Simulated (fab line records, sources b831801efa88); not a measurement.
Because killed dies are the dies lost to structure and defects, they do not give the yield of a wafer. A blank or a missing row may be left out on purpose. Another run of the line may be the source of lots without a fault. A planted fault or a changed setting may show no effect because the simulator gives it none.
The tool behind it: which one? | flow gf180mcu | 13 lots with 39 wafers sampled at 6 steps, on a route of 602 steps

WHAT THE GAUGES READ, wafer by wafer
GF_PSD_TW_MEAS_11. Usual: PSD_TW typically reads 3202, with standard deviation 18.
lot  | measured     | on            | PSD_TW         | flag
L713 | day 14 12:50 | film-metro-04 | 3197 3195 3192 |
L716 | day 16 00:02 | film-metro-03 | 3231 3208 3229 |
L717 | day 16 03:04 | film-metro-01 | 3188 3181 3178 |
L718 | day 16 07:54 | film-metro-03 | 3205 3224 3233 |
L719 | day 16 22:00 | film-metro-04 | 3205 3198 3172 |
L720 | day 17 08:00 | film-metro-03 | 3233 3221 3226 |
L722 | day 17 19:49 | film-metro-03 | 3235 3221 3218 |
L725 | day 18 22:01 | film-metro-03 | 3218 3231 3219 |
L726 | day 19 07:32 | film-metro-01 | 3208 3194 3182 |
L728 | day 19 23:46 | film-metro-03 | 30 30 30       | OFF
L733 | day 21 17:55 | film-metro-01 | 3190 3185 3182 |
L734 | day 21 21:42 | film-metro-01 | 3181 3181 3189 |
L735 | day 22 11:10 | film-metro-04 | 3190 3189 3192 |

GF_SAB_CD_MEAS_09: the cd target is 420 nm. Usual: 420.0 nm for cd-nm, sd 2.2.
lot  | measured     | on        | cd-nm (nm)        | flag
L713 | day 15 10:31 | cd-sem-01 | 418.4 418.8 417.8 |
L716 | day 16 23:20 | cd-sem-01 | 419.5 420.2 420.4 |
L717 | day 17 01:37 | cd-sem-01 | 424.5 420.0 423.2 |
L718 | day 17 06:55 | cd-sem-01 | 416.9 419.3 420.3 |
L719 | day 17 20:58 | cd-sem-01 | 419.9 421.5 419.4 |
L720 | day 18 07:16 | cd-sem-02 | 419.9 420.3 421.3 |
L722 | day 18 19:32 | cd-sem-02 | 421.2 420.4 420.0 |
L725 | day 19 22:22 | cd-sem-02 | 419.1 417.8 419.5 |
L726 | day 20 08:33 | cd-sem-02 | 419.8 421.2 420.2 |
L728 | day 21 00:31 | cd-sem-02 | 419.8 420.1 420.0 |
L733 | day 22 17:41 | cd-sem-02 | 417.8 415.5 415.3 |
L734 | day 22 21:19 | cd-sem-01 | 422.1 421.2 421.3 |
L735 | day 23 10:07 | cd-sem-01 | 419.7 422.5 422.0 |

GF_CONTACT_THK_MEAS_01. Usual: CONTACT_CVD_00_THK typically reads 303 nm, with standard deviation 3.8.
lot  | measured     | on            | CONTACT_CVD_00_THK (nm) | flag
L713 | day 15 11:33 | film-metro-01 | 308 306 301             |
L716 | day 17 00:23 | film-metro-02 | 305 297 305             |
L717 | day 17 02:40 | film-metro-01 | 305 307 297             |
L718 | day 17 08:08 | film-metro-02 | 304 306 306             |
L719 | day 17 22:02 | film-metro-02 | 307 300 304             |
L720 | day 18 08:20 | film-metro-03 | 301 299 295             |
L722 | day 18 20:41 | film-metro-03 | 302 304 304             |
L725 | day 19 23:26 | film-metro-03 | 300 300 292             |
L726 | day 20 09:46 | film-metro-02 | 297 297 303             |
L728 | day 21 01:35 | film-metro-02 | 300 305 297             |
L733 | day 22 18:46 | film-metro-01 | 302 304 300             |
L734 | day 22 22:31 | film-metro-02 | 306 302 299             |
L735 | day 23 11:11 | film-metro-03 | 310 300 304             |

WHICH TOOL RAN EACH LOT (tool, then ch and the chambers of the sampled wafers, then the start)
lot  | GF_NSD_STRIP_11                      | GF_PSD_STRIP_10                      | GF_SALICIDE_SPUTTER_03
L713 | plasma-asher-04 ch 0,1, day 13 15:43 | plasma-asher-02 ch 0,1, day 14 12:45 | pvd-sputter-02, day 15 10:59
L716 | plasma-asher-04 ch 0,1, day 15 01:48 | plasma-asher-03 ch 0,1, day 15 23:55 | pvd-sputter-01, day 16 23:50
L717 | plasma-asher-01 ch 0,1, day 15 05:27 | plasma-asher-02 ch 0,1, day 16 02:58 | pvd-sputter-01, day 17 02:08
L718 | plasma-asher-04 ch 0, day 15 09:52   | plasma-asher-04 ch 0,1, day 16 07:48 | pvd-sputter-02, day 17 07:30
L719 | plasma-asher-04 ch 0,1, day 15 23:01 | plasma-asher-03 ch 0,1, day 16 21:54 | pvd-sputter-01, day 17 21:30
L720 | plasma-asher-02 ch 0,1, day 16 08:50 | plasma-asher-02 ch 0,1, day 17 07:54 | pvd-sputter-01, day 18 07:47
L722 | plasma-asher-04 ch 0,1, day 16 20:34 | plasma-asher-03 ch 0,1, day 17 19:43 | pvd-sputter-01, day 18 20:03
L725 | plasma-asher-04 ch 0,1, day 17 21:43 | plasma-asher-04 ch 0,1, day 18 21:55 | pvd-sputter-03, day 19 22:53
L726 | plasma-asher-02 ch 0,1, day 18 06:43 | plasma-asher-03 ch 0,1, day 19 07:27 | pvd-sputter-02, day 20 09:12
L728 | plasma-asher-02 ch 0,1, day 18 23:36 | plasma-asher-04 ch 0,1, day 19 23:40 | pvd-sputter-03, day 21 01:03
L733 | plasma-asher-01 ch 0,1, day 20 17:29 | plasma-asher-02 ch 0,1, day 21 17:48 | pvd-sputter-03, day 22 18:12
L734 | plasma-asher-04 ch 0,1, day 20 21:20 | plasma-asher-04 ch 1, day 21 21:36   | pvd-sputter-03, day 22 21:53
L735 | plasma-asher-01 ch 0,1, day 21 11:15 | plasma-asher-02 ch 0,1, day 22 11:04 | pvd-sputter-02, day 23 10:38
- GF_NSD_STRIP_11: strips in O2/N2.
- GF_PSD_STRIP_10: strips in O2/N2.
- GF_SALICIDE_SPUTTER_03: material TiN, target thk 20 nm, time 16.7 s.

WHAT THE TOOLS THEMSELVES READ (means of the sampled wafers that have a number; where no wafer has one, the mark that the record gives instead)
GF_NSD_STRIP_11. Usual: chamber-pressure-mTorr 1500.1 mTorr, standard deviation 1.5; drypump-motor-current-A 6.0 A, standard deviation 0.51; heater-power-w 343 W, standard deviation 27; oes-product-au 0.487 a.u., standard deviation 0.0044; strip-time-to-endpoint-s 22.96 s, standard deviation 0.037.
lot  | tool            | chamber-pressure-mTorr (mTorr) | drypump-motor-current-A (A) | heater-power-w (W) | oes-product-au (a.u.) | strip-time-to-endpoint-s (s) | flag
L713 | plasma-asher-04 | 1499.8                         | 5.8                         | 355                | 0.486                 | 22.94                        |
L716 | plasma-asher-04 | 1501.3                         | 6.1                         | 358                | 0.487                 | 22.90                        |
L717 | plasma-asher-01 | 1498.8                         | 6.4                         | 333                | 0.488                 | 22.94                        |
L718 | plasma-asher-04 | 1500.0                         | 5.5                         | 352                | 0.485                 | 22.91                        |
L719 | plasma-asher-04 | 1500.3                         | 5.8                         | 352                | 0.486                 | 22.97                        |
L720 | plasma-asher-02 | 1501.5                         | 5.5                         | 360                | 0.487                 | 22.95                        |
L722 | plasma-asher-04 | 1499.7                         | 6.1                         | 361                | 0.488                 | 22.96                        |
L725 | plasma-asher-04 | 1500.8                         | 6.1                         | 361                | 0.491                 | 22.97                        |
L726 | plasma-asher-02 | 1499.4                         | 5.7                         | 344                | 0.488                 | 22.97                        |
L728 | plasma-asher-02 | 1501.3                         | 5.6                         | 353                | 0.303                 | -                            | OFF
L733 | plasma-asher-01 | 1499.5                         | 6.5                         | 334                | 0.484                 | 22.96                        |
L734 | plasma-asher-04 | 1499.9                         | 6.0                         | 358                | 0.485                 | 23.01                        |
L735 | plasma-asher-01 | 1499.9                         | 6.1                         | 312                | 0.490                 | 23.03                        |

GF_PSD_STRIP_10. Usual: chamber-pressure-mTorr 1500.0 mTorr, standard deviation 1.3; drypump-motor-current-A 5.8 A, standard deviation 0.33; heater-power-w 338 W, standard deviation 27; oes-product-au 0.592 a.u., standard deviation 0.0044; strip-time-to-endpoint-s 16.53 s, standard deviation 0.042.
lot  | tool            | chamber-pressure-mTorr (mTorr) | drypump-motor-current-A (A) | heater-power-w (W) | oes-product-au (a.u.) | strip-time-to-endpoint-s (s) | flag
L713 | plasma-asher-02 | 1500.0                         | 5.7                         | 340                | 0.595                 | 16.55                        |
L716 | plasma-asher-03 | 1500.1                         | 5.9                         | 302                | 0.589                 | 16.51                        |
L717 | plasma-asher-02 | 1499.7                         | 5.6                         | 354                | 0.591                 | 16.59                        |
L718 | plasma-asher-04 | 1498.8                         | 6.1                         | 356                | 0.588                 | 16.56                        |
L719 | plasma-asher-03 | 1500.0                         | 6.0                         | 314                | 0.593                 | 16.51                        |
L720 | plasma-asher-02 | 1500.9                         | 5.5                         | 350                | 0.593                 | 16.47                        |
L722 | plasma-asher-03 | 1499.7                         | 5.9                         | 294                | 0.596                 | 16.51                        |
L725 | plasma-asher-04 | 1501.1                         | 5.8                         | 352                | 0.590                 | 16.54                        |
L726 | plasma-asher-03 | 1500.6                         | 6.0                         | 311                | 0.595                 | 16.49                        |
L728 | plasma-asher-04 | 1499.6                         | 6.0                         | 359                | 0.653                 | 27.24                        | OFF
L733 | plasma-asher-02 | 1500.4                         | 5.7                         | 347                | 0.595                 | 16.55                        |
L734 | plasma-asher-04 | 1498.5                         | 6.4                         | 358                | 0.591                 | 16.59                        |
L735 | plasma-asher-02 | 1501.6                         | 5.7                         | 339                | 0.594                 | 16.52                        |

GF_SALICIDE_SPUTTER_03. Usual: 30.2 % for throttle-valve-pct, sd 0.85.
lot  | tool           | throttle-valve-pct (%) | flag
L713 | pvd-sputter-02 | 30.2                   |
L716 | pvd-sputter-01 | 29.7                   |
L717 | pvd-sputter-01 | 30.1                   |
L718 | pvd-sputter-02 | 30.6                   |
L719 | pvd-sputter-01 | 29.5                   |
L720 | pvd-sputter-01 | 29.7                   |
L722 | pvd-sputter-01 | 30.8                   |
L725 | pvd-sputter-03 | 30.5                   |
L726 | pvd-sputter-02 | 30.3                   |
L728 | pvd-sputter-03 | 30.6                   |
L733 | pvd-sputter-03 | 30.7                   |
L734 | pvd-sputter-03 | 30.2                   |
L735 | pvd-sputter-02 | 30.9                   |

THE ANSWER, worked out from the rows above alone
Rule: lot off if the mean of its wafers having a number is beyond 3 standard deviations from the usual mean. A lot without any number at a reading at which 4 lots or more have one is off too. The other lots that the step has rows for count as sound. After the gauges, taken in route order, come the tools' own readings; for these a lot's mean is taken, as printed above. At the first step where some lot is off, the reading lying furthest off is the one used; lots without a number count as furthest.
Off: L728, seen at GF_PSD_TW_MEAS_11 (PSD_TW).
If a tool, at a process step before that reading, ran all the lots that are off and no sound lot after the first of them, it fits. The gauges at GF_PSD_TW_MEAS_11 aren't tried: what is off there is off at GF_NSD_STRIP_11 too, on other tools, and a gauge's error can't cause that. One candidate fits, namely plasma-asher-02 at GF_NSD_STRIP_11. Its last sound lot is L726 (day 18 06:43), its first lot that is off L728 (day 18 23:36): a fault that began between those two fits.
On the lots that are off, the tool's own readings at GF_NSD_STRIP_11 differ by more than 5 times the standard deviation of the sound lots' means, which bears it out; oes-product-au reads 0.303 a.u. there versus 0.487 a.u. on the sound lots.
Blank at GF_NSD_STRIP_11 on the lots that are off, where sound lots have numbers: strip-time-to-endpoint-s.

WHAT THE SIMULATOR PUT IN
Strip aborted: plasma-asher-02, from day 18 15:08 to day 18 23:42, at GF_NSD_STRIP_11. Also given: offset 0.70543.
Struck lots among those shown: L728. The rule above found the same.
